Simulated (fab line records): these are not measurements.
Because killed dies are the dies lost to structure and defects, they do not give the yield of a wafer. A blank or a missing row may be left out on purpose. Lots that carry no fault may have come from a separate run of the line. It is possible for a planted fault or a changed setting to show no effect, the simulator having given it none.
fab line records ; flow sky130
[record] lots = 7; wafers = 19; last_day = 50
route steps=708 shown SD_N@350 SD_P@359 RES_XHIGH@360 SALICIDE@361 LI_CONTACT@362 PAD_OPEN@708
lots that met no fault: taken from a fault-free run of the same line
start_h: hours from the record's first day to the start of the lot's first wafer shown ; wait_h: hours elapsed since this lot's preceding step ; " the same as in the row above ; L1.1+2: several wafers, shown together as one row ; - no value present, or no start provided ; * or withheld: withheld ; < > ~ a bound
route shown NAME@n: names a module that has steps shown in the file, with the first one's number in the route ; usual: mean/standard deviation of fault-free wafers ; same: alike in all rows ; chamber/n: place in a boat ; sites: each site's reading ; _std_site: standard deviation across them ; _edge_site: outer sites' mean less inner sites' ; radius_mm: for every site, how far away it sits from the centre of the wafer ; mask NAME#n: copy n ; behind: the most recent tool/chamber to have shaped the wafer ; hold: the reason the lot was held/the length of the hold in hours/how it ended ; device: names the non-switching transistor (n, p or np) ; end of line: the same wafers' tests at the end of the route ; step lacking rows: just its recipe ; killed: at the first sort, the dies lost to defects and structure; wafer yield is something else ; map: a wafer's dies, marking killed ones x, the rest . and places with no die _
set.NAME: the setting the step ran with; set.NAME@STEP: the setting that earlier step ran with ; model.NAME: the simulator's own value behind a step, which no gauge read
a table for each step, a row for each wafer; lots at some steps of the route
services: the hour from which a tool's chamber was out of use, counted from the record's first day as start_h (under 0 if before that day), plus the number of hours and why
[[steps]]
[step SKY_SD_N_OVL_MEAS_08]
[usual] SD_N_OVL = 0.1/1.3
lot.wafer;tool;chamber;start_h;wait_h;SD_N_OVL[nm]
L108.1;overlay-01;-;703.62;0.1;0.3
L108.3;overlay-01;-;703.62;0.1;1.7
L108.4;overlay-01;-;703.62;0.1;-0.4
L106.1;overlay-01;-;704.16;0.1;-1.8
L106.2;overlay-01;-;704.16;0.1;-0.3
L106.5;overlay-01;-;704.16;0.1;-2.1
L110.1;overlay-02;-;716.52;0.1;0.2
L110.4;overlay-02;-;716.52;0.1;1.7
L110.6;overlay-02;-;716.52;0.1;1.1
L119.2;overlay-01;-;792.55;0.1;0.3
L119.5;overlay-01;-;792.55;0.1;-0.1
L121.2;overlay-01;-;803.93;0.1;1.4
L121.6;overlay-01;-;803.93;0.1;-0.2
L120.2;overlay-01;-;804.97;0.1;-1.6
L120.3;overlay-01;-;804.97;0.1;-0.4
L120.5;overlay-01;-;804.97;0.1;-0.3
L123.1;overlay-02;-;817.97;0.1;-0.6
L123.4;overlay-02;-;817.97;0.1;-0.7
L123.5;overlay-02;-;817.97;0.1;-2.6
[step SKY_SD_N_IMPLANT_09]
[recipe] species = As; energy_kev = 50; dose_cm2 = 4e+15; tilt_deg = 0
[step SKY_SD_N_IMPLANT_10]
[recipe] species = P; energy_kev = 20; dose_cm2 = 1e+14; tilt_deg = 0
[step SKY_SD_N_STRIP_11]
[recipe] chemistry = O2/N2; power_w = 1400; pressure_mtorr = 1500; platen_temp_c = withheld; o2_flow_sccm = 3000; n2_flow_sccm = 300; overash_fraction = 0.5
[usual] drypump_motor_current_A = 5.8/0.43; oes_product_au = 0.527/0.0047; strip_time_to_endpoint_s = 22.56/0.045
[same] overash_fraction = 0.5
lot.wafer;tool;chamber;start_h;wait_h;drypump_motor_current_A;oes_product_au;rf_hours_counter_h;strip_time_to_endpoint_s
L108.1;plasma_asher-04;0;703.96;0.1;6.4;0.528;89;22.59
L108.3;plasma_asher-04;1;703.96;0.1;5.5;0.526;-;22.55
L108.4;plasma_asher-04;0;703.96;0.1;6.4;0.530;-;22.60
L106.1;plasma_asher-01;1;704.50;0.1;6.3;0.523;25;22.54
L106.2;plasma_asher-01;0;704.50;0.1;4.9;0.528;25;22.55
L106.5;plasma_asher-01;1;704.50;0.1;6.3;0.533;-;22.56
L110.1;plasma_asher-03;1;716.86;0.1;5.9;0.525;105;22.61
L110.4;plasma_asher-03;1;716.86;0.1;5.9;0.529;-;22.61
L110.6;plasma_asher-03;0;716.86;0.1;5.6;0.529;-;22.59
L119.2;plasma_asher-03;1;792.88;0.1;5.8;0.529;5;22.53
L119.5;plasma_asher-03;1;792.88;0.1;5.8;0.520;-;22.55
L121.2;plasma_asher-03;1;804.26;0.1;5.9;0.535;6;22.50
L121.6;plasma_asher-03;0;804.26;0.1;5.6;0.525;-;22.47
L120.2;plasma_asher-03;1;805.30;0.1;5.8;0.531;6;22.64
L120.3;plasma_asher-03;0;805.30;0.1;5.6;0.527;-;22.58
L120.5;plasma_asher-03;1;805.30;0.1;5.8;0.536;-;22.57
L123.1;plasma_asher-04;1;818.31;0.1;5.5;0.532;100;22.50
L123.4;plasma_asher-04;0;818.31;0.1;6.4;0.528;-;22.54
L123.5;plasma_asher-04;0;818.31;0.1;6.4;0.524;-;22.49
[step SKY_SD_N_TW_MEAS_12]
[usual] SD_N_TW = 3986/51
lot.wafer;tool;chamber;start_h;wait_h;SD_N_TW
L108.1;film_metro-02;-;704.10;0.1;4058
L108.3;film_metro-02;-;704.10;0.1;4045
L108.4;film_metro-02;-;704.10;0.1;4037
L106.1;film_metro-03;-;704.60;0.1;3937
L106.2;film_metro-03;-;704.60;0.1;3942
L106.5;film_metro-03;-;704.60;0.1;3944
L110.1;film_metro-03;-;716.96;0.1;3931
L110.4;film_metro-03;-;716.96;0.1;3935
L110.6;film_metro-03;-;716.96;0.1;3914
L119.2;film_metro-03;-;792.99;0.1;3926
L119.5;film_metro-03;-;792.99;0.1;3956
L121.2;film_metro-03;-;804.37;0.1;3932
L121.6;film_metro-03;-;804.37;0.1;3918
L120.2;film_metro-01;-;805.41;0.1;4000
L120.3;film_metro-01;-;805.41;0.1;4014
L120.5;film_metro-01;-;805.41;0.1;4026
L123.1;film_metro-03;-;818.41;0.1;3994
L123.4;film_metro-03;-;818.41;0.1;3973
L123.5;film_metro-03;-;818.41;0.1;3951
[step SKY_SD_N_CLEAN_13]
[recipe] chemistry = SC1/SC2; mix = 1:4:20; temp_c = 70; time_s = 150; dry = n2_spin
[step SKY_SD_N_RTA_14]
[recipe] temp_c = 1075; time_s = 2; idle_temp_c = 650; ramp_up_c_per_s = 150; ramp_down_c_per_s = 90; ambient = N2
[usual] lamp_power_pct = 15.74/0.047; ramp_down_c_per_s = 90.000/0.016; ramp_up_c_per_s = 150.00/0.029; wafer_temp_C_max = 1078.0/1.3
lot.wafer;tool;chamber;start_h;wait_h;lamp_power_pct;ramp_down_c_per_s;ramp_up_c_per_s;wafer_temp_C_max
L108.1;rtp_anneal-02;0;704.21;0.0;15.73;89.990;149.98;1077.3
L108.3;rtp_anneal-02;0;704.21;0.0;15.76;90.009;149.99;1077.1
L108.4;rtp_anneal-02;0;704.21;0.0;15.70;90.016;150.00;1078.5
L106.1;rtp_anneal-01;0;704.71;0.0;15.72;90.003;149.98;1077.5
L106.2;rtp_anneal-01;0;704.71;0.0;15.77;90.002;150.01;1079.9
L106.5;rtp_anneal-01;0;704.71;0.0;15.76;89.984;149.97;1078.9
L110.1;rtp_anneal-02;0;717.07;0.0;15.73;90.017;150.01;1076.9
L110.4;rtp_anneal-02;0;717.07;0.0;15.80;89.994;150.00;1078.4
L110.6;rtp_anneal-02;0;717.07;0.0;15.71;90.001;150.03;1078.0
L119.2;rtp_anneal-01;0;793.10;0.0;15.78;89.996;150.00;1077.6
L119.5;rtp_anneal-01;0;793.10;0.0;15.67;90.012;150.01;1078.7
L121.2;rtp_anneal-01;0;804.47;0.0;15.69;90.006;149.98;1077.2
L121.6;rtp_anneal-01;0;804.47;0.0;15.73;89.990;149.97;1077.7
L120.2;rtp_anneal-02;0;805.52;0.0;15.78;90.019;150.02;1076.7
L120.3;rtp_anneal-02;0;805.52;0.0;15.74;90.004;149.94;1077.0
L120.5;rtp_anneal-02;0;805.52;0.0;15.71;89.996;150.02;1077.1
L123.1;rtp_anneal-02;0;818.52;0.0;15.85;89.991;150.01;1076.1
L123.4;rtp_anneal-02;0;818.52;0.0;15.87;90.018;150.03;1079.5
L123.5;rtp_anneal-02;0;818.52;0.0;15.72;90.016;149.97;1077.6
[step SKY_SD_N_RS_MEAS_16]
[recipe] thk_meas_gauge = four-point-probe
[usual] SD_N_RS = 68.57/0.11
lot.wafer;tool;chamber;start_h;wait_h;SD_N_RS[ohm/sq]
L108.1;film_metro-02;-;704.39;0.1;68.72
L108.3;film_metro-02;-;704.39;0.1;68.50
L108.4;film_metro-02;-;704.39;0.1;68.73
L106.1;film_metro-03;-;704.88;0.1;68.75
L106.2;film_metro-03;-;704.88;0.1;68.51
L106.5;film_metro-03;-;704.88;0.1;68.59
L110.1;film_metro-02;-;717.24;0.1;68.51
L110.4;film_metro-02;-;717.24;0.1;68.70
L110.6;film_metro-02;-;717.24;0.1;68.56
L119.2;film_metro-02;-;793.28;0.1;68.62
L119.5;film_metro-02;-;793.28;0.1;68.53
L121.2;film_metro-01;-;804.66;0.1;68.61
L121.6;film_metro-01;-;804.66;0.1;68.59
L120.2;film_metro-02;-;805.70;0.1;68.54
L120.3;film_metro-02;-;805.70;0.1;68.63
L120.5;film_metro-02;-;805.70;0.1;68.50
L123.1;film_metro-01;-;818.69;0.1;68.47
L123.4;film_metro-01;-;818.69;0.1;68.47
L123.5;film_metro-01;-;818.69;0.1;68.69
[step SKY_SD_N_RS_MEAS_17]
[recipe] thk_meas_gauge = four-point-probe
[usual] SD_P_RS = 147.1/0.37
lot.wafer;tool;chamber;start_h;wait_h;SD_P_RS[ohm/sq]
L108.1;film_metro-02;-;704.51;0.1;147.7
L108.3;film_metro-02;-;704.51;0.1;147.2
L108.4;film_metro-02;-;704.51;0.1;147.7
L106.1;film_metro-03;-;705.00;0.1;147.3
L106.2;film_metro-03;-;705.00;0.1;147.2
L106.5;film_metro-03;-;705.00;0.1;147.5
L110.1;film_metro-02;-;717.36;0.1;147.2
L110.4;film_metro-02;-;717.36;0.1;147.5
L110.6;film_metro-02;-;717.36;0.1;147.2
L119.2;film_metro-02;-;793.40;0.1;146.9
L119.5;film_metro-02;-;793.40;0.1;146.8
L121.2;film_metro-01;-;804.78;0.1;147.5
L121.6;film_metro-01;-;804.78;0.1;147.1
L120.2;film_metro-02;-;805.82;0.1;147.5
L120.3;film_metro-02;-;805.82;0.1;147.2
L120.5;film_metro-02;-;805.82;0.1;146.7
L123.1;film_metro-01;-;818.81;0.1;147.3
L123.4;film_metro-01;-;818.81;0.1;146.7
L123.5;film_metro-01;-;818.81;0.1;146.6
[step SKY_SD_N_RS_MEAS_18]
[recipe] thk_meas_gauge = four-point-probe
[usual] RES_XHIGH_RS = 333.3/1.3
lot.wafer;tool;chamber;start_h;wait_h;RES_XHIGH_RS[ohm/sq]
L108.1;film_metro-02;-;704.63;0.1;334.2
L108.3;film_metro-02;-;704.63;0.1;333.9
L108.4;film_metro-02;-;704.63;0.1;333.1
L106.1;film_metro-03;-;705.12;0.1;332.4
L106.2;film_metro-03;-;705.12;0.1;332.0
L106.5;film_metro-03;-;705.12;0.1;331.9
L110.1;film_metro-02;-;717.48;0.1;332.2
L110.4;film_metro-02;-;717.48;0.1;333.6
L110.6;film_metro-02;-;717.48;0.1;332.4
L119.2;film_metro-02;-;793.52;0.1;332.1
L119.5;film_metro-02;-;793.52;0.1;332.9
L121.2;film_metro-01;-;804.90;0.1;333.2
L121.6;film_metro-01;-;804.90;0.1;331.2
L120.2;film_metro-02;-;805.94;0.1;333.1
L120.3;film_metro-02;-;805.94;0.1;334.7
L120.5;film_metro-02;-;805.94;0.1;333.3
L123.1;film_metro-01;-;818.93;0.1;335.3
L123.4;film_metro-01;-;818.93;0.1;334.0
L123.5;film_metro-01;-;818.93;0.1;334.4
[step SKY_SALICIDE_CLEAN_00]
[recipe] chemistry = HF-last; time_s = 30; dilution = 100:1; dry = ipa_marangoni
[step SKY_LI_CONTACT_HDPCVD_00]
[recipe] material = PSG; target_thk_nm = 930; sigma_open_frac = 0.3; time_s = 155; temp_c = 600; sih4_flow_sccm = 60; pressure_mtorr = 6
[usual] run_length_s = 182.8/0.5
lot.wafer;tool;chamber;start_h;wait_h;run_length_s;model.PSG_of_LI_CONTACT_HDPCVD_00.thk_nm
L108.1;hdpcvd-01;0;704.76;0.0;182.7;928.2
L108.3;hdpcvd-01;1;704.76;0.0;182.5;934.5
L108.4;hdpcvd-01;1;704.76;0.0;182.9;946.9
L106.1;hdpcvd-02;1;705.26;0.0;183.4;943.9
L106.2;hdpcvd-02;2;705.26;0.0;183.4;926.8
L106.5;hdpcvd-02;1;705.26;0.0;183.5;934.5
L110.1;hdpcvd-01;0;717.62;0.0;183.0;932
L110.4;hdpcvd-01;1;717.62;0.0;182.5;929.2
L110.6;hdpcvd-01;0;717.62;0.0;182.7;933.2
L119.2;hdpcvd-02;1;793.64;0.0;264.4;1419
L119.5;hdpcvd-02;1;793.64;0.0;182.6;933.2
L121.2;hdpcvd-02;2;805.02;0.0;265.3;1395
L121.6;hdpcvd-02;0;805.02;0.0;182.0;921.6
L120.2;hdpcvd-02;0;806.06;0.0;263.2;1426
L120.3;hdpcvd-02;1;806.06;0.0;263.7;1413
L120.5;hdpcvd-02;1;806.06;0.0;183.4;923.2
L123.1;hdpcvd-01;2;819.07;0.0;183.4;941.5
L123.4;hdpcvd-01;0;819.07;0.0;182.9;929.8
L123.5;hdpcvd-01;1;819.07;0.0;182.8;935.2
[step SKY_LI_CONTACT_THK_MEAS_01]
[recipe] reads = PSG_of_LI_CONTACT_HDPCVD_00
[usual] LI_CONTACT_HDPCVD_THK = 929/8.4
lot.wafer;tool;chamber;start_h;wait_h;LI_CONTACT_HDPCVD_THK[nm]
L108.1;film_metro-02;-;704.91;0.1;927
L108.3;film_metro-02;-;704.91;0.1;936
L108.4;film_metro-02;-;704.91;0.1;947
L106.1;film_metro-03;-;705.36;0.1;943
L106.2;film_metro-03;-;705.36;0.1;927
L106.5;film_metro-03;-;705.36;0.1;934
L110.1;film_metro-02;-;717.76;0.1;932
L110.4;film_metro-02;-;717.76;0.1;930
L110.6;film_metro-02;-;717.76;0.1;933
L119.2;film_metro-03;-;793.75;0.1;1420
L119.5;film_metro-03;-;793.75;0.1;933
L121.2;film_metro-02;-;805.13;0.1;1395
L121.6;film_metro-02;-;805.13;0.1;922
L120.2;film_metro-02;-;806.20;0.1;1425
L120.3;film_metro-02;-;806.20;0.1;1413
L120.5;film_metro-02;-;806.20;0.1;923
L123.1;film_metro-03;-;819.17;0.1;942
L123.4;film_metro-03;-;819.17;0.1;930
L123.5;film_metro-03;-;819.17;0.1;935
[step SKY_LI_CONTACT_CMP_02]
[recipe] material = PSG; down_force_psi = 4; platen_rpm = 60; pad_velocity_m_s = 0.94248
[usual] motor_current_A = 12.6/1.5; time_to_endpoint_s = 33.0/2.1
lot.wafer;tool;chamber;start_h;wait_h;motor_current_A;time_to_endpoint_s
L108.3;cmp-02;0;704.97;0.0;11.3;27.0
L108.4;cmp-02;1;704.97;0.0;11.9;32.1
L108.1;cmp-02;3;704.97;0.0;10.9;30.9
L106.1;cmp-01;1;705.47;0.1;13.9;34.8
L106.2;cmp-01;3;705.47;0.1;14.4;32.2
L106.5;cmp-01;1;705.47;0.1;14.3;34.1
L110.1;cmp-02;2;717.82;0.1;11.2;34.1
L110.4;cmp-02;0;717.82;0.1;10.3;32.1
L110.6;cmp-02;2;717.82;0.1;11.7;36.0
L119.2;cmp-01;1;793.95;0.2;14.4;82.4
L119.5;cmp-01;2;793.95;0.2;13.1;33.8
L121.2;cmp-01;2;806.03;0.9;14.1;82.9
L121.6;cmp-01;1;806.03;0.9;14.4;33.4
L120.3;cmp-01;2;806.28;0.1;13.9;82.1
L120.2;cmp-01;0;806.28;0.1;11.6;84.1
L120.5;cmp-01;3;806.28;0.1;15.5;33.5
L123.4;cmp-01;1;819.43;0.2;14.2;32.8
L123.1;cmp-01;2;819.43;0.2;13.2;35.1
L123.5;cmp-01;3;819.43;0.2;14.2;33.5
[step SKY_LI_CONTACT_BOW_MEAS_03]
[recipe] mode = bow
[usual] LI_CONTACT_BOW = 54/6
lot.wafer;tool;chamber;start_h;wait_h;LI_CONTACT_BOW[um]
L108.1;film_metro-02;-;705.27;0.1;51
L108.3;film_metro-02;-;705.27;0.1;51
L108.4;film_metro-02;-;705.27;0.1;49
L106.1;film_metro-02;-;705.72;0.2;59
L106.2;film_metro-02;-;705.72;0.2;67
L106.5;film_metro-02;-;705.72;0.2;50
L110.1;film_metro-03;-;718.12;0.2;62
L110.4;film_metro-03;-;718.12;0.2;46
L110.6;film_metro-03;-;718.12;0.2;50
L119.2;film_metro-01;-;794.12;0.1;65
L119.5;film_metro-01;-;794.12;0.1;52
L121.2;film_metro-02;-;806.30;0.2;46
L121.6;film_metro-02;-;806.30;0.2;45
L120.2;film_metro-02;-;806.60;0.2;56
L120.3;film_metro-02;-;806.60;0.2;60
L120.5;film_metro-02;-;806.60;0.2;53
L123.1;film_metro-02;-;819.63;0.1;52
L123.4;film_metro-02;-;819.63;0.1;56
L123.5;film_metro-02;-;819.63;0.1;50
[step SKY_PAD_OPEN_PROBE_99]
[usual] killed_at_M0_to_M3 = 43/7; killed_at_M4_up = 3.4/1.9; killed_at_contacts = 24/5.4; killed_at_front_end = 15/4.4; killed_at_other = 0.4/0.63; killed_dies = 86/9.1; killed_open = 46/6.6; killed_short = 39/6.6
[same] gross_dies = 492; killed_at_back_side = 0
lot.wafer;tool;chamber;start_h;wait_h;killed_at_M0_to_M3;killed_at_M4_up;killed_at_contacts;killed_at_front_end;killed_at_other;killed_dies;killed_open;killed_short
L108.1;prober-01;-;1119.47;0.1;33;1;30;12;0;76;40;36
L108.3;prober-01;-;1119.57;0.2;46;4;28;15;0;93;56;37
L108.4;prober-01;-;1119.62;0.2;32;2;23;15;0;72;41;31
L106.1;prober-02;-;1121.14;0.1;58;1;25;14;0;98;49;49
L106.2;prober-02;-;1121.19;0.1;43;4;29;8;1;85;44;41
L106.5;prober-02;-;1121.34;0.2;48;1;18;11;1;79;48;31
L120.2;prober-01;-;1187.29;0.1;44;1;27;13;0;85;59;25
L120.3;prober-01;-;1187.34;0.2;53;1;14;18;0;86;49;36
L120.5;prober-01;-;1187.44;0.2;51;3;29;14;0;97;53;41
L123.1;prober-01;-;1194.87;0.1;42;6;29;16;1;94;42;52
L123.4;prober-01;-;1195.02;0.2;37;5;16;19;0;77;38;39
L123.5;prober-01;-;1195.07;0.2;33;2;34;18;0;87;47;40
// killed by level:class
L108.1 CONTACT:geometric_particle:short=10 VIA1:geometric_particle:open=9 LI_CONTACT:geometric_particle:open=7 CONTACT:geometric_particle:open=6 VIA2:geometric_particle:open=6 POLY_GATE:geometric_particle:short=5 VIA3:geometric_particle:open=5 VIA3:geometric_particle:short=4
L108.3 CONTACT:geometric_particle:open=11 VIA3:geometric_particle:open=8 LI_CONTACT:geometric_particle:open=8 METAL2:geometric_particle:short=8 VIA2:geometric_particle:open=8 VIA1:geometric_particle:open=8 FIELD_ISO:geometric_particle:short=5 METAL1:geometric_particle:short=5
L108.4 CONTACT:geometric_particle:open=11 METAL2:geometric_particle:short=7 VIA3:geometric_particle:open=6 VIA1:geometric_particle:open=5 VIA1:geometric_particle:short=5 POLY_GATE:geometric_particle:open=4 LI_CONTACT:geometric_particle:open=4 METAL1:geometric_particle:short=4
L106.1 VIA1:geometric_particle:open=13 VIA3:geometric_particle:open=10 LOCAL_INTERCONNECT:geometric_particle:short=8 CONTACT:geometric_particle:open=6 METAL1:geometric_particle:short=6 METAL2:geometric_particle:short=6 VIA2:geometric_particle:open=6 VIA1:geometric_particle:short=5
L106.2 CONTACT:geometric_particle:open=19 VIA1:geometric_particle:open=8 METAL3:geometric_particle:short=6 METAL1:geometric_particle:short=5 LI_CONTACT:geometric_particle:open=5 VIA1:geometric_particle:short=5 METAL2:geometric_particle:short=5 FIELD_ISO:geometric_particle:short=4
L106.5 VIA1:geometric_particle:open=15 VIA3:geometric_particle:open=9 VIA2:geometric_particle:open=6 LOCAL_INTERCONNECT:geometric_particle:short=5 METAL3:geometric_particle:short=5 FIELD_ISO:geometric_particle:open=4 LI_CONTACT:geometric_particle:open=4 CONTACT:geometric_particle:open=4
L120.2 VIA1:geometric_particle:open=13 LI_CONTACT:geometric_particle:open=12 CONTACT:geometric_particle:open=9 VIA3:geometric_particle:open=8 METAL2:geometric_particle:short=5 VIA2:geometric_particle:open=5 FIELD_ISO:geometric_particle:open=4 VIA3:geometric_particle:short=3
L120.3 VIA3:geometric_particle:open=9 VIA1:geometric_particle:open=8 VIA2:geometric_particle:open=8 METAL1:geometric_particle:short=7 CONTACT:geometric_particle:open=7 FIELD_ISO:geometric_particle:open=6 METAL3:geometric_particle:short=5 METAL2:geometric_particle:short=5
L120.5 CONTACT:geometric_particle:open=13 VIA2:geometric_particle:open=10 VIA1:geometric_particle:open=10 METAL1:geometric_particle:short=8 VIA3:geometric_particle:open=8 LI_CONTACT:geometric_particle:open=5 CONTACT:geometric_particle:short=5 VIA1:geometric_particle:short=5
L123.1 VIA1:geometric_particle:open=15 CONTACT:geometric_particle:short=8 METAL2:geometric_particle:short=7 VIA1:geometric_particle:short=7 POLY_GATE:geometric_particle:short=6 LOCAL_INTERCONNECT:geometric_particle:short=6 METAL4:geometric_particle:short=6 LI_CONTACT:geometric_particle:open=5
L123.4 CONTACT:geometric_particle:open=8 VIA1:geometric_particle:open=7 FIELD_ISO:geometric_particle:short=6 VIA3:geometric_particle:open=6 VIA1:geometric_particle:short=6 LI_CONTACT:geometric_particle:open=5 METAL4:geometric_particle:short=5 METAL1:geometric_particle:short=4
L123.5 CONTACT:geometric_particle:open=14 LI_CONTACT:geometric_particle:open=7 POLY_GATE:geometric_particle:open=6 METAL2:geometric_particle:short=6 VIA2:geometric_particle:open=6 LI_CONTACT:geometric_particle:short=5 METAL1:geometric_particle:short=5 LOCAL_INTERCONNECT:geometric_particle:short=5
[[services]]
tool;chamber;start_h;hours;kind
plasma_asher-01;-;683.63;1.3;repair
cmp-01;-;701.43;2.9;pm
cmp-01;-;705.72;3.9;pm
hdpcvd-01;-;720.85;9.2;repair
plasma_asher-03;-;733.75;9.0;pm
plasma_asher-03;0;733.75;9.0;vent_cycle
plasma_asher-03;1;733.75;9.0;vent_cycle
cmp-02;-;735.66;0.2;repair
cmp-01;-;741.61;0.6;repair
plasma_asher-03;0;742.75;-;clean
plasma_asher-03;1;742.75;-;clean
cmp-02;-;743.54;17.4;pm
cmp-01;-;744.00;4.0;pm
cmp-01;-;748.00;-;consumable_replace:conditioner
cmp-01;-;748.00;-;consumable_replace:pad
plasma_asher-01;-;755.65;2.3;repair
hdpcvd-01;0;757.11;5.5;repair
cmp-01;-;802.36;3.0;repair
cmp-02;-;804.24;1.8;repair
cmp-02;-;817.19;6.6;pm
[[key]]
[first_sign] step = SKY_LI_CONTACT_HDPCVD_00; reading = run_length_s; direction = up; sigmas = 99+; usual = *; struck = *
[effect] step = SKY_LI_CONTACT_THK_MEAS_01; reading = LI_CONTACT_HDPCVD_THK; direction = up; sigmas = 58; usual = 929; struck = 1413
[effect] step = SKY_LI_CONTACT_CMP_02; reading = time_to_endpoint_s; direction = up; sigmas = 24; usual = *; struck = *
[model_effect] step = SKY_LI_CONTACT_HDPCVD_00; value = PSG_of_LI_CONTACT_HDPCVD_00.thk_nm; without = 926.4; struck = 1413
met_at SKY_LI_CONTACT_HDPCVD_00
struck_wafers L119.2,L120.2,L120.3,L121.2
tester_left_out L119,L120,L121
onset_between 705.26 793.64
[fault] kind = process_parameter_drift; tool = hdpcvd-02; chamber = -; onset_h = 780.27; steps = SKY_LI_CONTACT_HDPCVD_00; channel = time_s; offset = *; shape = step; end_h = 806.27; scope = struck_wafers_only; acts_in = *; stated = *
// tester_left_out: of these lots the tester's yield and bins aren't shown, on N5 and GAA mostly nor the transistor test; their killed dies are dies lost to structure and defects alone, not to doping, threshold or leakage, so they don't give the yield
